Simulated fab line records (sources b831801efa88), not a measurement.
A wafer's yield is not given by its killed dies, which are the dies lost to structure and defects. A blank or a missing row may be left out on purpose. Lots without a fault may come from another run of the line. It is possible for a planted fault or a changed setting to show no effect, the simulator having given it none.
Chamber matching || flow gf180mcu || cmp-01 running GF_V1_CMP_26: 4 sister chambers
The step polishes, stops on SiO2, t overpolish 15 s, target thk 0 nm. 14 wafers are shown with their chamber, then 7 later ones without.

EACH WAFER AND ITS CHAMBER
{"wafer": "L853.1", "chamber": 3, "motor_current_A (A)": 9.9, "overpolish_run_s (s)": 15.016, "time_to_endpoint_s (s)": 86.1}
{"wafer": "L853.4", "chamber": 1, "motor_current_A (A)": 11.4, "overpolish_run_s (s)": 14.997, "time_to_endpoint_s (s)": 85.1}
{"wafer": "L853.6", "chamber": 2, "motor_current_A (A)": 11.4, "overpolish_run_s (s)": 14.995, "time_to_endpoint_s (s)": 85.4}
{"wafer": "L855.3", "chamber": 0, "motor_current_A (A)": 10.8, "overpolish_run_s (s)": 15.006, "time_to_endpoint_s (s)": 82.9}
{"wafer": "L855.4", "chamber": 3, "motor_current_A (A)": 9.7, "overpolish_run_s (s)": 14.991, "time_to_endpoint_s (s)": 85.3}
{"wafer": "L855.5", "chamber": 0, "motor_current_A (A)": 10.7, "overpolish_run_s (s)": 14.986, "time_to_endpoint_s (s)": 85.8}
{"wafer": "L858.1", "chamber": 3, "motor_current_A (A)": 9.9, "overpolish_run_s (s)": 15.008, "time_to_endpoint_s (s)": 86.8}
{"wafer": "L858.3", "chamber": 2, "motor_current_A (A)": 12.0, "overpolish_run_s (s)": 14.996, "time_to_endpoint_s (s)": 82.5}
{"wafer": "L858.6", "chamber": 0, "motor_current_A (A)": 10.9, "overpolish_run_s (s)": 15.002, "time_to_endpoint_s (s)": 85.3}
{"wafer": "L861.1", "chamber": 1, "motor_current_A (A)": 10.8, "overpolish_run_s (s)": 15.005, "time_to_endpoint_s (s)": 84.2}
{"wafer": "L861.2", "chamber": 2, "motor_current_A (A)": 11.7, "overpolish_run_s (s)": 14.994, "time_to_endpoint_s (s)": 82.7}
{"wafer": "L861.6", "chamber": 3, "motor_current_A (A)": 10.1, "overpolish_run_s (s)": 15.003, "time_to_endpoint_s (s)": 84.0}
{"wafer": "L862.1", "chamber": 2, "motor_current_A (A)": 11.2, "overpolish_run_s (s)": 14.989, "time_to_endpoint_s (s)": 81.6}
{"wafer": "L862.3", "chamber": 3, "motor_current_A (A)": 10.1, "overpolish_run_s (s)": 15.005, "time_to_endpoint_s (s)": 83.1}

SIGNATURES (averages over the wafers above)
{"reading": "motor_current_A", "chamber 0": 10.800, "chamber 1": 11.100, "chamber 2": 11.575, "chamber 3": 9.940, "scatter within a chamber": 0.261}
{"reading": "overpolish_run_s", "chamber 0": 14.99800, "chamber 1": 15.00100, "chamber 2": 14.99350, "chamber 3": 15.00460, "scatter within a chamber": 0.00784}
{"reading": "time_to_endpoint_s", "chamber 0": 84.667, "chamber 1": 84.650, "chamber 2": 83.050, "chamber 3": 85.060, "scatter within a chamber": 1.5}
Rule: for a wafer and a chamber, the distance is found by dividing, reading by reading, the gap between the wafer's reading and the chamber's mean by the reading's scatter, squaring, summing and taking the root. If the next closest chamber is less than 2 further off than the closest, the wafer can't be placed; otherwise it belongs to the closest. How the scatter is found: for the shown wafers, subtract from each reading the mean of its chamber, square and add these, divide the total by (wafers less chambers), then take the root.

WAFERS WITH NO CHAMBER GIVEN
{"wafer": "L862.6", "motor_current_A (A)": 11.1, "overpolish_run_s (s)": 15.016, "time_to_endpoint_s (s)": 82.4}
{"wafer": "L863.1", "motor_current_A (A)": 9.6, "overpolish_run_s (s)": 14.995, "time_to_endpoint_s (s)": 85.8}
{"wafer": "L863.4", "motor_current_A (A)": 10.3, "overpolish_run_s (s)": 15.003, "time_to_endpoint_s (s)": 86.4}
{"wafer": "L863.6", "motor_current_A (A)": 11.9, "overpolish_run_s (s)": 14.984, "time_to_endpoint_s (s)": 84.7}
{"wafer": "L870.1", "motor_current_A (A)": 10.6, "overpolish_run_s (s)": 15.006, "time_to_endpoint_s (s)": 83.6}
{"wafer": "L870.2", "motor_current_A (A)": 9.5, "overpolish_run_s (s)": 14.997, "time_to_endpoint_s (s)": 86.5}
{"wafer": "L870.6", "motor_current_A (A)": 10.6, "overpolish_run_s (s)": 15.001, "time_to_endpoint_s (s)": 82.5}

WHICH CHAMBER EACH ONE RAN IN
{"wafer": "L862.6", "from the rows above": "can't be placed: 1 or 0 or 2", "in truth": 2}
{"wafer": "L863.1", "from the rows above": 3, "in truth": 3}
{"wafer": "L863.4", "from the rows above": "can't be placed: 3 or 0 or 1", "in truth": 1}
{"wafer": "L863.6", "from the rows above": "can't be placed: 2 or 1", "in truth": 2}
{"wafer": "L870.1", "from the rows above": "can't be placed: 0 or 1 or 3", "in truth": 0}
{"wafer": "L870.2", "from the rows above": 3, "in truth": 3}
{"wafer": "L870.6", "from the rows above": "can't be placed: 0 or 1 or 3", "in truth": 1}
Correct placement for 2 of the 7. These rows do not allow placing 5 (true chamber among the candidates in 5). Placed wrongly: 0.
